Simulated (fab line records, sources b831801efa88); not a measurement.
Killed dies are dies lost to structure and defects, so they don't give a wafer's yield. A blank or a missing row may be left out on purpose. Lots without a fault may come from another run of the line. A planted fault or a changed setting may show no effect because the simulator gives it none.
Which tool did it? | flow gf180mcu | 12 lots, 36 wafers sampled, at 6 steps of a route of 602

WHAT THE GAUGES READ, wafer by wafer
GF_M4_OVL_MEAS_15.
lot  | measured     | on         | M4_OVL (nm)
L959 | day 23 17:19 | overlay-02 | 4 4 7
L962 | day 24 17:32 | overlay-01 | -11 -9 -7
L963 | day 25 05:32 | overlay-02 | -1 0 -8
L964 | day 25 12:16 | overlay-02 | 2 -3 -1
L965 | day 25 17:50 | overlay-01 | -4 -9 -12
L966 | day 26 04:19 | overlay-01 | -5 -6 -9
L968 | day 26 20:14 | overlay-02 | -2 2 -3
L969 | day 27 11:34 | overlay-01 | 12 10 4
L972 | day 28 03:42 | overlay-02 | -2 1 -9
L973 | day 28 16:08 | overlay-01 | -10 -11 -7
L974 | day 29 00:29 | overlay-02 | 1 -3 2
L981 | day 30 13:23 | overlay-01 | 4 -3 -3

GF_V4_THK_MEAS_03.
lot  | measured     | on            | V4_CVD_02_THK (nm)
L959 | day 23 18:14 | film_metro-01 | 846 861 865
L962 | day 24 18:26 | film_metro-01 | 836 839 851
L963 | day 25 06:28 | film_metro-04 | 831 845 855
L964 | day 25 13:11 | film_metro-02 | 834 867 861
L965 | day 25 18:49 | film_metro-04 | 845 864 855
L966 | day 26 05:14 | film_metro-02 | 850 845 856
L968 | day 26 21:08 | film_metro-04 | 856 842 858
L969 | day 27 12:29 | film_metro-01 | 852 848 855
L972 | day 28 04:37 | film_metro-02 | 863 857 883
L973 | day 28 17:07 | film_metro-02 | 862 846 870
L974 | day 29 01:23 | film_metro-04 | 846 861 855
L981 | day 30 14:17 | film_metro-04 | 832 842 866

GF_V5_RS_MEAS_24: measures by four-point-probe.
lot  | measured     | on            | V5_W_RS (ohm/sq)
L959 | day 27 12:01 | film_metro-02 | 0.332 0.326 0.328
L962 | day 28 10:55 | film_metro-01 | 0.333 0.334 0.331
L963 | day 28 21:07 | film_metro-01 | 0.329 0.331 0.328
L964 | day 29 01:52 | film_metro-02 | 0.333 0.329 0.331
L965 | day 29 07:15 | film_metro-02 | 0.326 0.324 0.322
L966 | day 29 17:00 | film_metro-01 | 0.326 0.323 0.323
L968 | day 30 06:30 | film_metro-03 | 0.336 0.335 0.332
L969 | day 30 20:59 | film_metro-01 | 0.328 0.329 0.326
L972 | day 31 11:10 | film_metro-01 | 0.328 0.325 0.327
L973 | day 31 23:11 | film_metro-01 | 0.339 0.335 0.339
L974 | day 32 06:36 | film_metro-03 | 0.340 0.337 0.340
L981 | day 33 14:47 | film_metro-01 | 0.325 0.323 0.324

GF_V5_THK_MEAS_25: measures by xrf.
lot  | measured     | on            | V5_W_THK (nm)
L959 | day 27 12:07 | film_metro-02 | 343 350 350
L962 | day 28 11:02 | film_metro-01 | 340 338 340
L963 | day 28 21:14 | film_metro-01 | 343 339 344
L964 | day 29 01:58 | film_metro-02 | 342 347 345
L965 | day 29 07:22 | film_metro-02 | 348 350 355
L966 | day 29 17:07 | film_metro-01 | 342 346 345
L968 | day 30 06:37 | film_metro-03 | 334 335 337
L969 | day 30 21:06 | film_metro-01 | 338 339 342
L972 | day 31 11:16 | film_metro-01 | 341 344 343
L973 | day 31 23:17 | film_metro-01 | 331 333 331
L974 | day 32 06:43 | film_metro-03 | 328 330 325
L981 | day 33 14:54 | film_metro-01 | 346 349 348

WHICH TOOL RAN EACH LOT (tool, then ch and the chambers of the sampled wafers, then the start)
lot  | GF_MIM_SPUTTER_00            | GF_V5_CVD_23
L959 | pvd_sputter-01, day 24 18:13 | cvd_w-01 ch 0, day 27 11:52
L962 | pvd_sputter-02, day 25 18:21 | cvd_w-02 ch 0,1, day 28 10:49
L963 | pvd_sputter-02, day 26 06:13 | cvd_w-02 ch 0,1, day 28 21:01
L964 | pvd_sputter-01, day 26 11:52 | cvd_w-02 ch 0,1, day 29 01:44
L965 | pvd_sputter-01, day 26 17:10 | cvd_w-01 ch 0,1, day 29 07:08
L966 | pvd_sputter-02, day 27 04:16 | cvd_w-01 ch 0,1, day 29 16:53
L968 | pvd_sputter-04, day 27 18:08 | cvd_w-02 ch 0,1, day 30 06:23
L969 | pvd_sputter-01, day 28 10:07 | cvd_w-02 ch 0,1, day 30 20:52
L972 | pvd_sputter-02, day 29 02:00 | cvd_w-01 ch 0,1, day 31 11:02
L973 | pvd_sputter-02, day 29 14:22 | cvd_w-02 ch 0,1, day 31 23:02
L974 | pvd_sputter-02, day 29 22:07 | cvd_w-02 ch 0, day 32 06:28
L981 | pvd_sputter-04, day 31 10:10 | cvd_w-01 ch 0,1, day 33 14:40
- GF_MIM_SPUTTER_00: material Ti, target thk 37.5 nm, time 150 s.
- GF_V5_CVD_23: deposits W, target thk 350 nm, time 104.9 s.

WHAT THE TOOLS THEMSELVES READ (means of the sampled wafers that have a number; where no wafer has one, the mark that the record gives instead)
GF_MIM_SPUTTER_00.
lot  | tool           | throttle_valve_pct (%)
L959 | pvd_sputter-01 | 30.3
L962 | pvd_sputter-02 | 30.5
L963 | pvd_sputter-02 | 30.8
L964 | pvd_sputter-01 | 30.2
L965 | pvd_sputter-01 | 30.8
L966 | pvd_sputter-02 | 30.7
L968 | pvd_sputter-04 | 30.1
L969 | pvd_sputter-01 | 30.7
L972 | pvd_sputter-02 | 30.2
L973 | pvd_sputter-02 | 30.2
L974 | pvd_sputter-02 | 30.2
L981 | pvd_sputter-04 | 30.3

GF_V5_CVD_23.
lot  | tool     | chamber_pressure_Torr (Torr) | heater_power_w (W)
L959 | cvd_w-01 | 39.98                        | 785
L962 | cvd_w-02 | 39.92                        | 851
L963 | cvd_w-02 | 40.00                        | 840
L964 | cvd_w-02 | 39.99                        | 856
L965 | cvd_w-01 | 39.95                        | 853
L966 | cvd_w-01 | 39.95                        | 861
L968 | cvd_w-02 | 40.01                        | 830
L969 | cvd_w-02 | 39.95                        | 860
L972 | cvd_w-01 | 39.96                        | 850
L973 | cvd_w-02 | 37.11                        | 852
L974 | cvd_w-02 | 37.14                        | 843
L981 | cvd_w-01 | 39.90                        | 833

THE ANSWER, worked out from the rows above alone
Rule: what is usual is taken from the lots themselves. Put in order of their means at a reading, lots are off if they are a third of the lots or fewer, leave a main group of 4 or more, and stand apart from it by a gap of 3 or more times the standard deviation of the main group's means; of several such gaps the widest counts. A main group whose means are all the same, to the digits that the tables above print for the reading, isn't used. A lot without any number at a reading at which 4 lots or more have one is off too. The other lots that the step has rows for count as sound. The gauges are gone through in route order, then the tools' own readings, and for those a lot's mean is taken as printed above. The first step at which some lot is off is used, and at that step the reading that is off furthest; a lot without a number counts as furthest.
Off: L973, L974, at GF_V5_CVD_23 (chamber_pressure_Torr). The main group: mean 39.96 Torr, standard deviation 0.033.
A tool fits if, at that step or a process step before it, it ran every lot that is off, and no sound lot after the first of them. Can't be told from this: 2 tools fit, pvd_sputter-02 at GF_MIM_SPUTTER_00, cvd_w-02 at GF_V5_CVD_23.

WHAT THE SIMULATOR HAD PUT IN
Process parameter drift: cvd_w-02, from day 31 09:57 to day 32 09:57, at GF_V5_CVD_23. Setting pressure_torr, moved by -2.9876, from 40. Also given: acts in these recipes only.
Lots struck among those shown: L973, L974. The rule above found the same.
